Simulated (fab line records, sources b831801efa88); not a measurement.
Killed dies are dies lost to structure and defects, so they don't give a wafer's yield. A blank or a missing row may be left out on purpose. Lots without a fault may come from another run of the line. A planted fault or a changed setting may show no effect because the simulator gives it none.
One fault seen from 2 desks | flow gf180mcu | each desk has only its own numbers; what lay behind them comes last

THE METROLOGY DESK
What the gauges read, lot by lot, whatever tool the lot ran on: means of the sampled wafers that have a number. A lot is out of limits, marked OUT, if its mean lies more than 4 standard deviations from the usual mean; the brackets give that distance.
Columns: A = V3_CVD_02_THK at GF_V3_THK_MEAS_03, usual 856 nm; B = MIM_ALCU_RS at GF_MIM_RS_MEAS_10, usual 0.1610 ohm/sq; C = MIM_ALCU_THK at GF_MIM_THK_MEAS_11, usual 199.0 nm
lot  | first seen here | A   | B                 | C
L183 | day 21 12:40    | 843 | 0.1636            | 196.0
L185 | day 22 05:46    | 854 | 0.1626            | 196.9
L186 | day 22 13:10    | 854 | 0.1626            | 198.8
L190 | day 23 20:53    | 859 | 0.1620            | 197.0
L191 | day 24 10:05    | 864 | 0.1583            | 202.4
L193 | day 25 03:05    | 845 | 0.1611            | 199.2
L195 | day 25 17:29    | 868 | 0.1602            | 199.3
L201 | day 27 18:44    | 861 | 0.1453 (-7.8) OUT | 220.2 (+8.1) OUT
L202 | day 27 20:03    | 834 | 0.1470 (-7.0) OUT | 216.1 (+6.6) OUT
L205 | day 28 13:03    | 849 | 0.1597            | 201.2
This desk's finding: out of limits on L201, L202; first on L201, day 30 10:13 (MIM_ALCU_RS at GF_MIM_RS_MEAS_10). In limits: L183, L185, L186, L190, L191, L193, L195, L205.

THE TOOL OWNER'S DESK: pvd_sputter-01
The tool's own readings at GF_MIM_SPUTTER_08 (material AlCu, target thk 200 nm, time 10.6 s): means of the sampled wafers that have a number, for each lot that ran on this tool. A lot is out of limits, marked OUT, if its mean lies more than 4 standard deviations from the usual mean; the brackets give that distance.
Columns: A = cathode_dc_power_W at GF_MIM_SPUTTER_08, usual 10600 W; B = throttle_valve_pct at GF_MIM_SPUTTER_08, usual 30.6 %
lot  | first seen here | A                       | B
L191 | day 27 05:44    | 10602                   | 30.7
L195 | day 28 12:08    | 10601                   | 30.7
L201 | day 30 10:10    | 11506 (+99 or more) OUT | 30.0
L202 | day 30 11:58    | 11504 (+99 or more) OUT | 30.5
This desk's finding: out of limits on L201, L202; first on L201, day 30 10:10 (cathode_dc_power_W at GF_MIM_SPUTTER_08). In limits: L191, L195.

PUT TOGETHER
The tool owner's desk could have raised an alarm at day 30 10:10, on L201, L202.
The metrology desk could have raised an alarm at day 30 10:13, on L201, L202.
Of the lots named, all ran GF_MIM_SPUTTER_08 on pvd_sputter-01.

WHAT THE SIMULATOR HAD PUT IN
Process parameter drift: pvd_sputter-01, from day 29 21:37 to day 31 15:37, at GF_MIM_SPUTTER_08. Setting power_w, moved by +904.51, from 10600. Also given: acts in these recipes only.
Lots struck among those shown: L201, L202.
Hours from the fault's start to each desk's first reading out of limits: the tool owner's desk, 13; the metrology desk, 13.
